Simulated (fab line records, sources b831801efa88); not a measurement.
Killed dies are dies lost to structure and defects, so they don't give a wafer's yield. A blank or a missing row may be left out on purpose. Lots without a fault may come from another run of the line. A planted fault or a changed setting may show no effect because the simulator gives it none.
One fault seen from 2 desks | flow sky130 | each desk has only its own numbers; what lay behind them comes last

THE METROLOGY DESK
What the gauges read, lot by lot, whatever tool the lot ran on: means of the sampled wafers that have a number. A lot is out of limits, marked OUT, if its mean lies more than 4 standard deviations from the usual mean; the brackets give that distance.
Columns: A = METAL2_ALCU_THK at SKY_METAL2_THK_MEAS_06, usual 255.1 nm; B = cd_nm at SKY_METAL2_CD_MEAS_15, usual 139.6 nm; C = METAL2_OVL at SKY_METAL2_OVL_MEAS_16, usual -1 nm
lot  | first seen here | A     | B     | C
L692 | day 33 14:32    | 256.6 | 143.0 | 4
L693 | day 33 20:50    | 256.2 | 141.5 | 0
L703 | day 37 17:07    | 252.0 | 139.1 | -3
L705 | day 37 21:36    | 252.8 | 137.0 | -3
L713 | day 40 20:40    | 255.4 | 137.0 | 5
L714 | day 41 01:45    | 254.1 | 142.5 | -5
This desk's finding: nothing out of limits on any of the 6 lots.

THE TOOL OWNER'S DESK: rie_metal-01
The tool's own readings at SKY_METAL2_ETCH_18 (etches BARC in N2/H2, stops on SiO2, time 45.9 s, target depth 60 nm): means of the sampled wafers that have a number, for each lot that ran on this tool. A lot is out of limits, marked OUT, if its mean lies more than 4 standard deviations from the usual mean; the brackets give that distance.
Columns: A = drypump_motor_current_A at SKY_METAL2_ETCH_18, usual 6.0 A; B = oes_product_au at SKY_METAL2_ETCH_18, usual 0.855 a.u.; C = rf_fwd_power_W at SKY_METAL2_ETCH_18, usual 496.3 W; D = throttle_valve_pct at SKY_METAL2_ETCH_18, usual 13.225 %
lot  | first seen here | A   | B     | C               | D
L692 | day 34 16:59    | 6.4 | 0.859 | 497.6           | 13.227
L693 | day 35 02:23    | 6.4 | 0.858 | 496.1           | 13.229
L703 | day 38 18:27    | 6.4 | 0.850 | 416.3 (-50) OUT | 13.215
L705 | day 38 23:23    | 6.4 | 0.860 | 415.9 (-50) OUT | 13.226
This desk's finding: out of limits on L703, L705; first on L703, day 38 18:27 (rf_fwd_power_W at SKY_METAL2_ETCH_18). In limits: L692, L693.

PUT TOGETHER
The tool owner's desk could have raised an alarm at day 38 18:27, on L703, L705.
The metrology desk saw nothing out of limits.
The metrology desk has L703, L705 on record, within its limits.
Of the lots named, all ran SKY_METAL2_ETCH_18 on rie_metal-01.

WHAT THE SIMULATOR HAD PUT IN
Process parameter drift: rie_metal-01, from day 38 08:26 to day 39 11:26, at SKY_METAL2_ETCH_18. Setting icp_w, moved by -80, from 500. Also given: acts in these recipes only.
Lots struck among those shown: L703, L705.
Hours from the fault's start to each desk's first reading out of limits: the tool owner's desk, 10.
